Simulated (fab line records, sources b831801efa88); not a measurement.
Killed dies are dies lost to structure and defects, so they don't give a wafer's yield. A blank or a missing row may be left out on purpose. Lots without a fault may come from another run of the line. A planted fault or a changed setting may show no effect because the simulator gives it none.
A struck lot beside a sound one | flow sky130 | 14 steps out of a route of 708
Sound: wafers L244.2, L244.4, L244.6. Struck: wafers L259.2, L259.4, L259.5. The cause comes at the end.
At each step with rows: each side's tool, then ch and its chambers, then its first start. Under that, the readings that differ: sound wafers | struck wafers | difference of the means | sigmas: that difference in standard deviations of wafers without a fault.
alike: readings whose means differ by less than 2 such deviations, and words and numbers that are the same on both sides. not compared: withheld readings, readings that some wafer has no value for, bounds like >300 that may hide the same value, and numbers for which the record gives no deviation and whose values overlap.
The two part at a step that has a row with sigmas, a row that says differs or no value, or rows on one side only. Numbers that don't overlap but have no deviation are shown without sigmas and don't part them. A reading that every wafer of one side lacks parts them only if that side has two wafers or more.

SKY_RES_XHIGH_STRIP_08: strips in O2/N2.
  sound on plasma_asher-01 ch 0,1, day 27 14:29; struck on plasma_asher-04 ch 1, day 32 12:11
  alike: drypump_motor_current_A, oes_product_au, strip_time_to_endpoint_s
  not compared: rf_hours_counter_h
SKY_RES_XHIGH_TW_MEAS_09:
  sound on film_metro-04, day 27 14:35; struck on film_metro-03, day 32 12:18
  alike: RES_XHIGH_TW
then, 7 steps without rows for these wafers: SKY_SD_N_DEHYDRATE_00 (time 60 s); SKY_SD_N_HMDS_01 (prime time 60 s); SKY_SD_N_COAT_02 (resist thk 1140 nm); SKY_SD_N_SOFTBAKE_03 (time 60 s); SKY_SD_N_EXPOSE_04 (exposes mask NSDM, target cd 380 nm); SKY_SD_N_PEB_05; SKY_SD_N_DEVELOP_06 (develop time 60 s).
SKY_SD_N_CD_MEAS_07: target cd 380 nm.
  sound on cd_sem-01, day 28 18:57; struck on cd_sem-01, day 33 14:16
  alike: cd_nm
SKY_SD_N_OVL_MEAS_08:
  sound on overlay-02, day 28 19:04; struck on overlay-01, day 33 14:22
  alike: SD_N_OVL
then, 1 step without rows for these wafers: SKY_SD_N_IMPLANT_09.
SKY_SD_N_IMPLANT_10:
  sound on implanter-02 ch 0, day 28 19:16; struck on implanter-01 ch 0, day 33 14:34
  reading                   | sound                | struck               | difference | sigmas
  beam_energy_keV           | 20.012 19.994 19.992 | 21.558 21.549 21.544 | +1.551     | +99 or more
  model.implant.rp_nm (nm)  | 27.19 27.19 27.19    | 29.3 29.3 29.3       | +2.1       |
  model.implant.drp_nm (nm) | 13 13 13             | 13.6 13.6 13.6       | +0.6       |
  alike: tilt_deg
SKY_SD_N_STRIP_11: strips in O2/N2.
  sound on plasma_asher-02 ch 0,1, day 28 19:23; struck on plasma_asher-03 ch 0,1, day 33 14:41
  alike: drypump_motor_current_A, oes_product_au, strip_time_to_endpoint_s
  not compared: rf_hours_counter_h

WHERE THEY PART
Only at SKY_SD_N_IMPLANT_10, within this record. Later steps at which nothing parts them and some readings are alike: SKY_SD_N_STRIP_11.

WHY: what the simulator had put in
Process parameter drift: implanter-01, from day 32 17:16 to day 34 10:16, at SKY_SD_N_IMPLANT_10. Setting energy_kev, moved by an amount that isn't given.
